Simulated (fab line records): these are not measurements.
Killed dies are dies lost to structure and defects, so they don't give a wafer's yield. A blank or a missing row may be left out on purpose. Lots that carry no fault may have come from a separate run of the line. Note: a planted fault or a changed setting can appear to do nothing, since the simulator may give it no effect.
What tool caused it?	flow sky130	10 lots, 30 wafers sampled, at 4 steps of a route of 708

== WHAT EACH GAUGE READ, for each wafer ==
SKY_LOCAL_INTERCONNECT_RS_MEAS_01: measures by four-point-probe.
lot	measured	on	LOCAL_INTERCONNECT_TIN_RS (ohm/sq)
L186	day 30 18:42	film-metro-04	14.25 14.41 14.34
L185	day 30 20:33	film-metro-04	14.32 14.18 14.40
L188	day 31 05:05	film-metro-03	14.34 14.23 14.21
L190	day 31 15:08	film-metro-04	16.97 16.80 17.18
L192	day 32 14:05	film-metro-04	17.19 17.11 17.17
L193	day 32 23:08	film-metro-04	14.15 14.26 14.28
L197	day 34 01:40	film-metro-04	14.16 14.17 13.95
L200	day 34 19:27	film-metro-04	14.36 14.60 14.53
L201	day 35 03:41	film-metro-02	14.28 14.38 14.21
L206	day 36 17:38	film-metro-03	14.21 14.34 14.23

== EACH LOT AND THE TOOL THAT RAN IT (in order: tool; ch and the chambers of the sampled wafers; start) ==
lot	SKY_LI_CONTACT_SPUTTER_19	SKY_LI_CONTACT_SPUTTER_20	SKY_LOCAL_INTERCONNECT_SPUTTER_00
L186	pvd-sputter-01, day 30 17:52	pvd-sputter-01, day 30 17:57	pvd-sputter-04, day 30 18:37
L185	pvd-sputter-03, day 30 19:43	pvd-sputter-03, day 30 19:48	pvd-sputter-02, day 30 20:28
L188	pvd-sputter-03, day 31 04:16	pvd-sputter-03, day 31 04:21	pvd-sputter-04, day 31 05:01
L190	pvd-sputter-04, day 31 14:19	pvd-sputter-04, day 31 14:24	pvd-sputter-02, day 31 15:04
L192	pvd-sputter-01, day 32 13:17	pvd-sputter-01, day 32 13:22	pvd-sputter-02, day 32 14:02
L193	pvd-sputter-03, day 32 22:20	pvd-sputter-03, day 32 22:25	pvd-sputter-04, day 32 23:05
L197	pvd-sputter-04, day 34 00:52	pvd-sputter-04, day 34 00:56	pvd-sputter-03, day 34 01:36
L200	pvd-sputter-01, day 34 18:36	pvd-sputter-01, day 34 18:41	pvd-sputter-04, day 34 19:21
L201	pvd-sputter-01, day 35 02:52	pvd-sputter-01, day 35 02:57	pvd-sputter-04, day 35 03:37
L206	pvd-sputter-04, day 36 16:21	pvd-sputter-04, day 36 16:25	pvd-sputter-03, day 36 17:32
- SKY_LI_CONTACT_SPUTTER_19: material Ti, target thk 20 nm, time 106.37 s.
- SKY_LI_CONTACT_SPUTTER_20: material TiN, target thk 20 nm, time 80 s.
- SKY_LOCAL_INTERCONNECT_SPUTTER_00: material TiN, target thk 100 nm, time 83.3 s.

== THE ANSWER, worked out from the rows above alone ==
Rule: the usual values come from the lots themselves. Put in order of their means at a reading, lots are off if they are a third of the lots or fewer, leave a main group of 4 or more, and stand apart from it by a gap of 3 or more times the standard deviation of the main group's means; of several such gaps the widest counts. If all means in a main group match to the digits the tables above print for the reading, that group is not used. Also off: a lot with no number at a reading for which 4 or more lots have one. Where the step has rows for the other lots, those lots are counted as sound.
Off: L190, L192, at SKY_LOCAL_INTERCONNECT_RS_MEAS_01 (LOCAL_INTERCONNECT_TIN_RS). For the main group the mean is 14.28 ohm/sq and the standard deviation 0.11.
If a tool, at a process step before that reading, ran all the lots that are off and no sound lot after the first of them, it fits. Gauges at SKY_LOCAL_INTERCONNECT_RS_MEAS_01: tried the same way as those tools. One candidate fits, namely pvd-sputter-02 at SKY_LOCAL_INTERCONNECT_SPUTTER_00. Its last sound lot is L185 (day 30 20:28), its first lot that is off L190 (day 31 15:04): a fault that began between those two fits.

== WHAT THE SIMULATOR HAD PUT IN ==
Site profile drift: pvd-sputter-02, from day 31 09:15 on, at SKY_LOCAL_INTERCONNECT_SPUTTER_00. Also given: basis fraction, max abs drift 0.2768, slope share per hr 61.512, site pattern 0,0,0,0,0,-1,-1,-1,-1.
Struck lots among those shown: L190, L192. Same finding as the rule above.
